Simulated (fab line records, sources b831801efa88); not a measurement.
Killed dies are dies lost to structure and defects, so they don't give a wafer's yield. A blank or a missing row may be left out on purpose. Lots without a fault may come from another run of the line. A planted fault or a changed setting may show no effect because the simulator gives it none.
One fault seen from 2 desks | flow gf180mcu | each desk has only its own numbers; what lay behind them comes last

THE TOOL OWNER'S DESK: furnace-01
The tool's own readings at GF_STI_OXIDATION_01 (stabilise 600 s, purge 300 s, target thk 10 nm): means of the sampled wafers that have a number, for each lot that ran on this tool. A lot is out of limits, marked OUT, if its mean lies more than 4 standard deviations from the usual mean; the brackets give that distance.
Columns: A = ox_temp_c at GF_STI_OXIDATION_01, usual 900.0 C; B = tube_center_temp_C at GF_STI_OXIDATION_01, usual 900 C
lot  | first seen here | A     | B
L528 | day 1 10:43     | 900.2 | 900
L530 | day 1 20:07     | 900.0 | 900
L534 | day 2 16:30     | 899.8 | 900
L537 | day 3 09:16     | 900.3 | 900
L540 | day 3 22:07     | 899.4 | 900
L542 | day 4 08:07     | 899.6 | 900
L545 | day 4 23:33     | 899.5 | 900
This desk's finding: nothing out of limits on any of the 7 lots.

THE METROLOGY DESK
What the gauges read, lot by lot, whatever tool the lot ran on: means of the sampled wafers that have a number. A lot is out of limits, marked OUT, if its mean lies more than 4 standard deviations from the usual mean; the brackets give that distance.
Columns: A = V5_BOW at GF_V5_BOW_MEAS_05, usual 135 um
lot  | first seen here | A
L528 | day 26 06:21    | 118
L529 | day 26 10:23    | 120
L530 | day 26 23:25    | 132
L532 | day 27 19:06    | 135
L533 | day 28 00:16    | 132
L535 | day 28 15:15    | 137
L534 | day 28 17:34    | 135
L536 | day 29 02:29    | 129
L537 | day 29 06:04    | 141
L540 | day 30 01:50    | 134
L542 | day 30 16:48    | 135
L545 | day 31 09:28    | 139
L546 | day 31 15:58    | 134
L549 | day 32 12:52    | 137
This desk's finding: nothing out of limits on any of the 14 lots.

PUT TOGETHER
The tool owner's desk saw nothing out of limits.
The metrology desk saw nothing out of limits.

WHAT THE SIMULATOR HAD PUT IN
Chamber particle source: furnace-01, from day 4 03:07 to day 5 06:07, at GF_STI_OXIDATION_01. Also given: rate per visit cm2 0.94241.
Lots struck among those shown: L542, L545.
